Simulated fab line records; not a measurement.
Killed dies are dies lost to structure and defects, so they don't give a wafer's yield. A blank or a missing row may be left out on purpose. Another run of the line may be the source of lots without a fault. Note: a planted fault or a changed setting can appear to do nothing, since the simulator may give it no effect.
Chamber matching || flow gf180mcu || hdpcvd-01 running GF_CONTACT_CVD_00: 3 sister chambers
The step deposits SiO2, target thk 300 nm, time 50 s. 3 wafers are shown with their chamber, then 7 later ones without.

## WAFERS, EACH WITH ITS CHAMBER
{"wafer": "L693.5", "chamber": 0, "runLengthS (s)": 77.9}
{"wafer": "L706.2", "chamber": 1, "runLengthS (s)": 78.7}
{"wafer": "L706.4", "chamber": 2, "runLengthS (s)": 77.4}

## WAFERS WITHOUT THEIR CHAMBER
{"wafer": "L706.6", "runLengthS (s)": 78.1}
{"wafer": "L707.1", "runLengthS (s)": 77.3}
{"wafer": "L707.3", "runLengthS (s)": 78.7}
{"wafer": "L707.6", "runLengthS (s)": 78.4}
{"wafer": "L708.1", "runLengthS (s)": 78.6}
{"wafer": "L708.2", "runLengthS (s)": 78.3}
{"wafer": "L708.5", "runLengthS (s)": 78.6}

## EACH ONE'S CHAMBER
{"wafer": "L706.6", "from the rows above": "can't be placed: 0 or 1", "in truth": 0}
{"wafer": "L707.1", "from the rows above": 2, "in truth": 2}
{"wafer": "L707.3", "from the rows above": 1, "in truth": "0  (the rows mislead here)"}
{"wafer": "L707.6", "from the rows above": "can't be placed: 1 or 0", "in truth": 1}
{"wafer": "L708.1", "from the rows above": 1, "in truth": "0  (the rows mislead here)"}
{"wafer": "L708.2", "from the rows above": "can't be placed: 0 or 1", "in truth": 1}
{"wafer": "L708.5", "from the rows above": 1, "in truth": 1}
2 of 7 placed correctly. Cannot be placed on the basis of these rows: 3; the candidates contain the true chamber in 3. Number placed wrongly: 2.
How it was worked out, from the rows above alone: a wafer's distance from a chamber is the root of the sum, over the readings, of the square of ((its reading less the chamber's mean) divided by the reading's scatter). If the next closest chamber is less than 2 further off than the closest, the wafer can't be placed; otherwise it belongs to the closest. For every chamber, the mean is computed from those of its wafers that are shown. The scatter: root of mean squared gap, hidden wafer to nearest shown wafer, with one shown wafer a chamber.
